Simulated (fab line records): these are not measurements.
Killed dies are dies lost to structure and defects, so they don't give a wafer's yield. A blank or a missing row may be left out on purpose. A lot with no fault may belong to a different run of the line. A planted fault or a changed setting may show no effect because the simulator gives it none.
Which of the tools did it?	flow gf180mcu	Sampling: 14 lots, 42 wafers, 5 of 602 route steps

WHAT THE GAUGES SHOWED, per wafer
GF_STI_THK_MEAS_30.
lot	measured	on	STI_OXIDATION_02_THK (nm)
L653	day 2 11:08	film-metro-02	9.88 9.91 9.87
L654	day 2 18:55	film-metro-02	9.85 9.79 9.91
L655	day 2 22:59	film-metro-02	9.70 9.61 9.73
L656	day 3 04:53	film-metro-04	10.14 10.05 9.96
L657	day 3 07:43	film-metro-03	9.87 9.73 9.77
L658	day 3 12:39	film-metro-03	10.11 10.12 10.05
L659	day 3 19:58	film-metro-02	10.63 10.43 10.45
L660	day 4 00:02	film-metro-03	9.86 9.93 10.09
L663	day 4 15:04	film-metro-04	10.15 10.11 10.17
L664	day 4 23:11	film-metro-02	10.00 9.90 10.00
L666	day 5 06:59	film-metro-03	9.79 9.97 9.93
L667	day 5 12:50	film-metro-02	9.95 10.04 9.93
L668	day 5 19:08	film-metro-02	10.08 9.99 9.78
L669	day 5 22:52	film-metro-02	10.00 9.98 10.28

GF_DNWELL_TW_MEAS_09.
lot	measured	on	DNWELL_TW
L653	day 2 23:32	film-metro-01	1380 1379 1376
L654	day 3 08:04	film-metro-01	1376 1381 1367
L655	day 3 11:26	film-metro-03	1367 1363 1366
L656	day 3 17:41	film-metro-01	1355 1359 1361
L657	day 3 21:16	film-metro-01	1364 1370 1362
L658	day 4 01:35	film-metro-01	1371 1374 1373
L659	day 4 09:52	film-metro-03	1367 1372 1368
L660	day 4 13:37	film-metro-03	1358 1349 1345
L663	day 5 04:41	film-metro-03	1361 1360 1351
L664	day 5 13:25	film-metro-01	1355 1353 1361
L666	day 5 22:07	film-metro-01	1362 1358 1367
L667	day 6 03:32	film-metro-01	1327 1316 1329
L668	day 6 09:43	film-metro-03	1366 1358 1356
L669	day 6 13:57	film-metro-01	1318 1311 1313

GF_POLY_GATE_CD_MEAS_18.
lot	measured	on	cd-nm (nm)
L653	day 9 10:14	cd-sem-01	277.9 277.5 278.8
L654	day 9 23:52	cd-sem-02	282.2 281.8 280.7
L655	day 10 06:55	cd-sem-02	282.8 278.8 277.3
L656	day 10 10:53	cd-sem-01	279.7 278.8 281.2
L657	day 10 16:49	cd-sem-02	281.0 280.2 280.9
L658	day 11 00:02	cd-sem-02	282.6 279.8 282.5
L659	day 11 10:05	cd-sem-02	280.3 281.4 282.2
L660	day 11 14:47	cd-sem-02	277.5 279.7 279.9
L663	day 12 17:41	cd-sem-02	279.3 280.6 280.1
L664	day 13 02:04	cd-sem-02	278.1 279.9 281.6
L666	day 13 18:23	cd-sem-01	281.3 280.0 280.6
L667	day 13 23:10	cd-sem-02	278.9 282.5 280.7
L668	day 14 08:44	cd-sem-01	282.4 282.3 281.9
L669	day 14 15:53	cd-sem-01	280.7 280.4 281.5

GF_PSD_OVL_MEAS_08.
lot	measured	on	PSD_OVL (nm)
L653	day 14 08:34	overlay-01	-1.4 0.1 -1.7
L654	day 15 01:08	overlay-02	2.3 2.2 2.4
L655	day 15 08:08	overlay-01	0.7 -0.2 0.1
L656	day 15 13:14	overlay-02	0.8 1.6 2.5
L657	day 15 21:28	overlay-01	-0.9 -0.5 0.4
L658	day 16 04:05	overlay-01	-0.7 -2.3 -2.7
L659	day 16 16:41	overlay-01	-3.1 -0.9 -2.2
L660	day 16 21:50	overlay-01	1.0 0.6 0.0
L663	day 18 06:13	overlay-02	-0.6 -1.5 0.4
L664	day 18 17:55	overlay-01	-2.7 -1.4 -2.5
L666	day 19 13:43	overlay-01	0.9 2.1 0.2
L667	day 19 16:38	overlay-02	-1.5 -0.9 -0.4
L668	day 20 04:25	overlay-01	-1.8 -1.1 0.0
L669	day 20 14:29	overlay-02	0.5 0.9 2.0

TOOL THAT RAN EACH LOT (tool first, then ch and the chambers of the sampled wafers, then the start)
lot	GF_DNWELL_IMPLANT_07
L653	implanter-04 ch 0, day 2 23:17
L654	implanter-04 ch 0, day 3 07:50
L655	implanter-04 ch 0, day 3 11:12
L656	implanter-03 ch 0, day 3 17:26
L657	implanter-03 ch 0, day 3 21:01
L658	implanter-01 ch 0, day 4 01:20
L659	implanter-03 ch 0, day 4 09:38
L660	implanter-04 ch 0, day 4 13:23
L663	implanter-03 ch 0, day 5 04:26
L664	implanter-01 ch 0, day 5 13:10
L666	implanter-01 ch 0, day 5 21:52
L667	implanter-01 ch 0, day 6 03:20
L668	implanter-04 ch 0, day 6 09:28
L669	implanter-01 ch 0, day 6 13:44
- GF_DNWELL_IMPLANT_07

AS READ BY THE TOOLS THEMSELVES (means over the sampled wafers that have a number; for cases with no such wafer, the mark the record gives instead)
GF_DNWELL_IMPLANT_07.
lot	tool	dose-ions-cm2	faraday-current-uA
L653	implanter-04	1.001e+13	56.8
L654	implanter-04	9.985e+12	56.7
L655	implanter-04	9.994e+12	56.1
L656	implanter-03	9.997e+12	57.8
L657	implanter-03	9.987e+12	57.0
L658	implanter-01	9.992e+12	56.0
L659	implanter-03	9.995e+12	56.0
L660	implanter-04	9.999e+12	57.1
L663	implanter-03	1.002e+13	55.7
L664	implanter-01	1.000e+13	56.4
L666	implanter-01	1.000e+13	55.4
L667	implanter-01	9.010e+12	52.4
L668	implanter-04	1.000e+13	56.1
L669	implanter-01	9.010e+12	51.0

THE ANSWER, worked out from the rows above alone
Rule: the usual values come from the lots themselves. Put in order of their means at a reading, lots are off if they are a third of the lots or fewer, leave a main group of 4 or more, and stand apart from it by a gap of 3 or more times the standard deviation of the main group's means; of several such gaps the widest counts. Not used: any main group whose means are identical at the precision the tables above print for the reading. Also off: a lot with no number at a reading for which 4 or more lots have one. The other lots that the step has rows for count as sound. Order of review: gauges by route order, followed by the tools' own readings, for which a lot's mean as printed above is used. At the first step where some lot is off, the reading lying furthest off is the one used; lots without a number count as furthest.
Off: L667, L669, seen at GF_DNWELL_TW_MEAS_09 (DNWELL_TW). Main group: mean 1364, sd 7.9.
If a tool, at a process step before that reading, ran all the lots that are off and no sound lot after the first of them, it fits. Not tried: the gauges at GF_DNWELL_TW_MEAS_09; whatever is off there is also off at GF_DNWELL_IMPLANT_07, on other tools, and gauge error can't account for it. One fits: implanter-01 at GF_DNWELL_IMPLANT_07. Its last sound lot is L666 (day 5 21:52), its first lot that is off L667 (day 6 03:20): a fault that began between those two fits.
The tool's own readings at GF_DNWELL_IMPLANT_07 bear it out: on the lots that are off they differ by more than 5 times the standard deviation of the sound lots' means. dose-ions-cm2 reads 9.010e+12 there against 9.998e+12 on the sound lots; faraday-current-uA reads 51.7 there against 56.4 on the sound lots.

WHAT THE SIMULATOR HAD INSERTED
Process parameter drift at GF_DNWELL_IMPLANT_07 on implanter-01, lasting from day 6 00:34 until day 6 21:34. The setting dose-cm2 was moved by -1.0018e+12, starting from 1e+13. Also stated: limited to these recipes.
Lots struck among those shown: L667, L669. The same result came from the rule above.
